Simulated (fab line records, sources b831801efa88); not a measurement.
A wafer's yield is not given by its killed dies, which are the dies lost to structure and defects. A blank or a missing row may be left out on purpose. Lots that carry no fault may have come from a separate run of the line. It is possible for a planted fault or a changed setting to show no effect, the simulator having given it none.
Which of the tools did it? / flow gf180mcu / 72 wafers from 24 lots sampled at 4 of the route's 602 steps

== WHAT THE GAUGES READ, wafer by wafer ==
GF_M2_RS_MEAS_05: measurement is done with a four-point probe. Usual: for M2_ALCU_RS the level is 0.0697 ohm/sq and the standard deviation is 0.00079.
lot=L074; measured=day 18 07:07; on=film_metro-04; M2_ALCU_RS (ohm/sq)=0.0699 0.0699 0.0697; flag=
lot=L075; measured=day 19 04:29; on=film_metro-03; M2_ALCU_RS (ohm/sq)=0.0703 0.0699 0.0699; flag=
lot=L076; measured=day 19 05:57; on=film_metro-03; M2_ALCU_RS (ohm/sq)=0.0695 0.0691 0.0691; flag=
lot=L077; measured=day 19 10:33; on=film_metro-04; M2_ALCU_RS (ohm/sq)=0.0693 0.0700 0.0700; flag=
lot=L078; measured=day 20 03:18; on=film_metro-04; M2_ALCU_RS (ohm/sq)=0.0697 0.0704 0.0705; flag=
lot=L079; measured=day 20 15:18; on=film_metro-04; M2_ALCU_RS (ohm/sq)=0.0693 0.0689 0.0692; flag=
lot=L081; measured=day 21 02:26; on=film_metro-03; M2_ALCU_RS (ohm/sq)=0.0702 0.0699 0.0691; flag=
lot=L080; measured=day 21 03:05; on=film_metro-03; M2_ALCU_RS (ohm/sq)=0.0689 0.0712 0.0704; flag=
lot=L082; measured=day 21 10:55; on=film_metro-03; M2_ALCU_RS (ohm/sq)=0.0702 0.0702 0.0704; flag=
lot=L083; measured=day 21 19:52; on=film_metro-03; M2_ALCU_RS (ohm/sq)=0.0681 0.0690 0.0682; flag=
lot=L084; measured=day 22 02:58; on=film_metro-03; M2_ALCU_RS (ohm/sq)=0.0694 0.0692 0.0680; flag=
lot=L085; measured=day 22 09:17; on=film_metro-03; M2_ALCU_RS (ohm/sq)=0.0697 0.0706 0.0704; flag=
lot=L086; measured=day 22 16:09; on=film_metro-04; M2_ALCU_RS (ohm/sq)=0.0703 0.0699 0.0695; flag=
lot=L087; measured=day 23 00:38; on=film_metro-02; M2_ALCU_RS (ohm/sq)=0.0692 0.0691 0.0693; flag=
lot=L088; measured=day 23 12:44; on=film_metro-02; M2_ALCU_RS (ohm/sq)=0.0706 0.0701 0.0703; flag=
lot=L089; measured=day 23 15:53; on=film_metro-03; M2_ALCU_RS (ohm/sq)=0.0689 0.0712 0.0698; flag=
lot=L090; measured=day 24 01:15; on=film_metro-04; M2_ALCU_RS (ohm/sq)=0.0668 0.0685 0.0690; flag=
lot=L091; measured=day 24 11:09; on=film_metro-04; M2_ALCU_RS (ohm/sq)=0.0685 0.0701 0.0698; flag=
lot=L092; measured=day 24 14:29; on=film_metro-03; M2_ALCU_RS (ohm/sq)=0.0684 0.0695 0.0705; flag=
lot=L093; measured=day 24 19:58; on=film_metro-02; M2_ALCU_RS (ohm/sq)=0.0709 0.0691 0.0707; flag=
lot=L094; measured=day 25 05:43; on=film_metro-03; M2_ALCU_RS (ohm/sq)=0.0700 0.0691 0.0689; flag=
lot=L095; measured=day 25 15:23; on=film_metro-03; M2_ALCU_RS (ohm/sq)=0.0716 0.0707 0.0708; flag=
lot=L096; measured=day 25 18:30; on=film_metro-03; M2_ALCU_RS (ohm/sq)=0.0707 0.0696 0.0695; flag=
lot=L097; measured=day 25 22:23; on=film_metro-02; M2_ALCU_RS (ohm/sq)=0.0707 0.0698 0.0695; flag=

GF_V3_THK_MEAS_03. Usual: for V3_CVD_02_THK the level is 850 nm and the standard deviation is 11.
lot=L074; measured=day 21 12:17; on=film_metro-03; V3_CVD_02_THK (nm)=863 868 861; flag=
lot=L075; measured=day 22 08:11; on=film_metro-04; V3_CVD_02_THK (nm)=850 868 859; flag=
lot=L076; measured=day 22 10:10; on=film_metro-03; V3_CVD_02_THK (nm)=859 855 877; flag=
lot=L077; measured=day 22 14:43; on=film_metro-03; V3_CVD_02_THK (nm)=843 848 856; flag=
lot=L078; measured=day 23 06:37; on=film_metro-04; V3_CVD_02_THK (nm)=835 838 847; flag=
lot=L079; measured=day 23 17:08; on=film_metro-01; V3_CVD_02_THK (nm)=845 839 848; flag=
lot=L081; measured=day 24 03:08; on=film_metro-04; V3_CVD_02_THK (nm)=848 847 852; flag=
lot=L080; measured=day 24 04:32; on=film_metro-01; V3_CVD_02_THK (nm)=852 859 844; flag=
lot=L082; measured=day 24 12:10; on=film_metro-03; V3_CVD_02_THK (nm)=844 850 856; flag=
lot=L083; measured=day 24 19:41; on=film_metro-04; V3_CVD_02_THK (nm)=842 852 862; flag=
lot=L084; measured=day 25 01:15; on=film_metro-03; V3_CVD_02_THK (nm)=834 843 844; flag=
lot=L085; measured=day 25 07:10; on=film_metro-01; V3_CVD_02_THK (nm)=856 856 837; flag=
lot=L086; measured=day 25 14:18; on=film_metro-04; V3_CVD_02_THK (nm)=838 848 852; flag=
lot=L087; measured=day 25 20:32; on=film_metro-01; V3_CVD_02_THK (nm)=848 849 857; flag=
lot=L088; measured=day 26 08:29; on=film_metro-01; V3_CVD_02_THK (nm)=846 849 849; flag=
lot=L089; measured=day 26 12:12; on=film_metro-04; V3_CVD_02_THK (nm)=828 829 846; flag=
lot=L090; measured=day 26 21:31; on=film_metro-01; V3_CVD_02_THK (nm)=841 850 856; flag=
lot=L091; measured=day 27 05:43; on=film_metro-03; V3_CVD_02_THK (nm)=849 842 863; flag=
lot=L092; measured=day 27 08:55; on=film_metro-01; V3_CVD_02_THK (nm)=848 854 851; flag=
lot=L093; measured=day 27 14:13; on=film_metro-04; V3_CVD_02_THK (nm)=846 853 839; flag=
lot=L094; measured=day 27 22:45; on=film_metro-04; V3_CVD_02_THK (nm)=843 848 851; flag=
lot=L095; measured=day 28 07:52; on=film_metro-04; V3_CVD_02_THK (nm)=843 850 854; flag=
lot=L096; measured=day 28 10:20; on=film_metro-04; V3_CVD_02_THK (nm)=841 861 852; flag=
lot=L097; measured=day 28 14:59; on=film_metro-03; V3_CVD_02_THK (nm)=856 852 872; flag=

== TOOL THAT RAN EACH LOT (tool first, then ch and the chambers of the sampled wafers, then the start) ==
lot=L074; GF_CONTACT_ETCH_17=rie_diel-01 ch 0,1, day 18 07:03 or earlier; GF_M2_SPUTTER_04=pvd_sputter-03, day 18 07:03
lot=L075; GF_CONTACT_ETCH_17=rie_diel-02 ch 0,3, day 19 04:25 or earlier; GF_M2_SPUTTER_04=pvd_sputter-03, day 19 04:25
lot=L076; GF_CONTACT_ETCH_17=rie_diel-03 ch 2,3, day 19 05:55 or earlier; GF_M2_SPUTTER_04=pvd_sputter-03, day 19 05:55
lot=L077; GF_CONTACT_ETCH_17=rie_diel-02 ch 0,1,2, day 19 10:31 or earlier; GF_M2_SPUTTER_04=pvd_sputter-04, day 19 10:31
lot=L078; GF_CONTACT_ETCH_17=rie_diel-01 ch 0,1,2, day 20 03:16 or earlier; GF_M2_SPUTTER_04=pvd_sputter-04, day 20 03:16
lot=L079; GF_CONTACT_ETCH_17=rie_diel-03 ch 0,1,3, day 20 15:16 or earlier; GF_M2_SPUTTER_04=pvd_sputter-03, day 20 15:16
lot=L081; GF_CONTACT_ETCH_17=rie_diel-01 ch 0,1,2, day 21 02:22 or earlier; GF_M2_SPUTTER_04=pvd_sputter-03, day 21 02:22
lot=L080; GF_CONTACT_ETCH_17=rie_diel-03 ch 0,1,3, day 21 03:01 or earlier; GF_M2_SPUTTER_04=pvd_sputter-04, day 21 03:01
lot=L082; GF_CONTACT_ETCH_17=rie_diel-01 ch 1,3, day 21 10:51 or earlier; GF_M2_SPUTTER_04=pvd_sputter-04, day 21 10:51
lot=L083; GF_CONTACT_ETCH_17=rie_diel-01 ch 0,1,2, day 21 19:49 or earlier; GF_M2_SPUTTER_04=pvd_sputter-03, day 21 19:49
lot=L084; GF_CONTACT_ETCH_17=rie_diel-02 ch 0,2,3, day 22 02:56 or earlier; GF_M2_SPUTTER_04=pvd_sputter-04, day 22 02:56
lot=L085; GF_CONTACT_ETCH_17=rie_diel-01 ch 0,1, day 22 09:12 or earlier; GF_M2_SPUTTER_04=pvd_sputter-03, day 22 09:12
lot=L086; GF_CONTACT_ETCH_17=rie_diel-02 ch 0,1,2, day 22 16:07 or earlier; GF_M2_SPUTTER_04=pvd_sputter-01, day 22 16:07
lot=L087; GF_CONTACT_ETCH_17=rie_diel-01 ch 0,3, day 23 00:34 or earlier; GF_M2_SPUTTER_04=pvd_sputter-03, day 23 00:34
lot=L088; GF_CONTACT_ETCH_17=rie_diel-01 ch 1,2,3, day 23 12:39 or earlier; GF_M2_SPUTTER_04=pvd_sputter-03, day 23 12:39
lot=L089; GF_CONTACT_ETCH_17=rie_diel-01 ch 1,2,3, day 23 15:51 or earlier; GF_M2_SPUTTER_04=pvd_sputter-04, day 23 15:51
lot=L090; GF_CONTACT_ETCH_17=rie_diel-03 ch 0,1,3, day 24 01:13 or earlier; GF_M2_SPUTTER_04=pvd_sputter-04, day 24 01:13
lot=L091; GF_CONTACT_ETCH_17=rie_diel-02 ch 0,2,3, day 24 11:07 or earlier; GF_M2_SPUTTER_04=pvd_sputter-04, day 24 11:07
lot=L092; GF_CONTACT_ETCH_17=rie_diel-02 ch 0,2, day 24 14:24 or earlier; GF_M2_SPUTTER_04=pvd_sputter-03, day 24 14:24
lot=L093; GF_CONTACT_ETCH_17=rie_diel-03 ch 0,2,3, day 24 19:55 or earlier; GF_M2_SPUTTER_04=pvd_sputter-01, day 24 19:55
lot=L094; GF_CONTACT_ETCH_17=rie_diel-01 ch 0,1,3, day 25 05:40 or earlier; GF_M2_SPUTTER_04=pvd_sputter-03, day 25 05:40
lot=L095; GF_CONTACT_ETCH_17=rie_diel-01 ch 0,1,3, day 25 15:20 or earlier; GF_M2_SPUTTER_04=pvd_sputter-04, day 25 15:20
lot=L096; GF_CONTACT_ETCH_17=rie_diel-03 ch 0,2,3, day 25 18:28 or earlier; GF_M2_SPUTTER_04=pvd_sputter-04, day 25 18:28
lot=L097; GF_CONTACT_ETCH_17=rie_diel-03 ch 0,1,3, day 25 22:19 or earlier; GF_M2_SPUTTER_04=pvd_sputter-03, day 25 22:19
- GF_CONTACT_ETCH_17: etches SiO2 in C4F8/O2/Ar, stops on CoSi2, target depth 860 nm.
- GF_M2_SPUTTER_04: material TiN, target thk 50 nm, time 41.7 s.

== WHAT THE TOOLS THEMSELVES READ (means of the sampled wafers that have a number; where no wafer has one, the mark that the record gives instead) ==
GF_CONTACT_ETCH_17. Usual: 0.814 a.u. for oes_product_au, sd 0.0047.
lot=L074; tool=rie_diel-01; oes_product_au (a.u.)=0.815; flag=
lot=L075; tool=rie_diel-02; oes_product_au (a.u.)=0.809; flag=
lot=L076; tool=rie_diel-03; oes_product_au (a.u.)=0.814; flag=
lot=L077; tool=rie_diel-02; oes_product_au (a.u.)=0.815; flag=
lot=L078; tool=rie_diel-01; oes_product_au (a.u.)=0.813; flag=
lot=L079; tool=rie_diel-03; oes_product_au (a.u.)=0.818; flag=
lot=L081; tool=rie_diel-01; oes_product_au (a.u.)=0.811; flag=
lot=L080; tool=rie_diel-03; oes_product_au (a.u.)=0.820; flag=
lot=L082; tool=rie_diel-01; oes_product_au (a.u.)=0.816; flag=
lot=L083; tool=rie_diel-01; oes_product_au (a.u.)=0.816; flag=
lot=L084; tool=rie_diel-02; oes_product_au (a.u.)=0.817; flag=
lot=L085; tool=rie_diel-01; oes_product_au (a.u.)=0.818; flag=
lot=L086; tool=rie_diel-02; oes_product_au (a.u.)=0.811; flag=
lot=L087; tool=rie_diel-01; oes_product_au (a.u.)=0.814; flag=
lot=L088; tool=rie_diel-01; oes_product_au (a.u.)=0.817; flag=
lot=L089; tool=rie_diel-01; oes_product_au (a.u.)=0.815; flag=
lot=L090; tool=rie_diel-03; oes_product_au (a.u.)=0.815; flag=
lot=L091; tool=rie_diel-02; oes_product_au (a.u.)=0.811; flag=
lot=L092; tool=rie_diel-02; oes_product_au (a.u.)=0.816; flag=
lot=L093; tool=rie_diel-03; oes_product_au (a.u.)=0.813; flag=
lot=L094; tool=rie_diel-01; oes_product_au (a.u.)=0.813; flag=
lot=L095; tool=rie_diel-01; oes_product_au (a.u.)=0.815; flag=
lot=L096; tool=rie_diel-03; oes_product_au (a.u.)=0.816; flag=
lot=L097; tool=rie_diel-03; oes_product_au (a.u.)=0.812; flag=

GF_M2_SPUTTER_04. Usual: 30.0 % for throttle_valve_pct, sd 1.1.
lot=L074; tool=pvd_sputter-03; throttle_valve_pct (%)=28.9; flag=
lot=L075; tool=pvd_sputter-03; throttle_valve_pct (%)=30.1; flag=
lot=L076; tool=pvd_sputter-03; throttle_valve_pct (%)=28.8; flag=
lot=L077; tool=pvd_sputter-04; throttle_valve_pct (%)=30.4; flag=
lot=L078; tool=pvd_sputter-04; throttle_valve_pct (%)=30.1; flag=
lot=L079; tool=pvd_sputter-03; throttle_valve_pct (%)=29.7; flag=
lot=L081; tool=pvd_sputter-03; throttle_valve_pct (%)=28.9; flag=
lot=L080; tool=pvd_sputter-04; throttle_valve_pct (%)=30.7; flag=
lot=L082; tool=pvd_sputter-04; throttle_valve_pct (%)=30.0; flag=
lot=L083; tool=pvd_sputter-03; throttle_valve_pct (%)=29.1; flag=
lot=L084; tool=pvd_sputter-04; throttle_valve_pct (%)=30.4; flag=
lot=L085; tool=pvd_sputter-03; throttle_valve_pct (%)=29.2; flag=
lot=L086; tool=pvd_sputter-01; throttle_valve_pct (%)=30.4; flag=
lot=L087; tool=pvd_sputter-03; throttle_valve_pct (%)=28.9; flag=
lot=L088; tool=pvd_sputter-03; throttle_valve_pct (%)=29.1; flag=
lot=L089; tool=pvd_sputter-04; throttle_valve_pct (%)=30.5; flag=
lot=L090; tool=pvd_sputter-04; throttle_valve_pct (%)=30.7; flag=
lot=L091; tool=pvd_sputter-04; throttle_valve_pct (%)=31.3; flag=
lot=L092; tool=pvd_sputter-03; throttle_valve_pct (%)=29.6; flag=
lot=L093; tool=pvd_sputter-01; throttle_valve_pct (%)=29.5; flag=
lot=L094; tool=pvd_sputter-03; throttle_valve_pct (%)=29.7; flag=
lot=L095; tool=pvd_sputter-04; throttle_valve_pct (%)=30.0; flag=
lot=L096; tool=pvd_sputter-04; throttle_valve_pct (%)=30.1; flag=
lot=L097; tool=pvd_sputter-03; throttle_valve_pct (%)=30.2; flag=

== THE ANSWER, worked out from the rows above alone ==
Rule: a lot counts as off when the mean over its wafers that have a number is more than 3 standard deviations away from the usual mean. A lot without any number at a reading at which 4 lots or more have one is off too. The other lots that the step has rows for count as sound. First the gauges in route order, then the tools' own readings, where a lot's mean is used as printed above. At the first step where some lot is off, the reading lying furthest off is the one used; lots without a number count as furthest.
None of the lots is off at any reading shown; this tells nothing.

== WHAT THE SIMULATOR PUT IN ==
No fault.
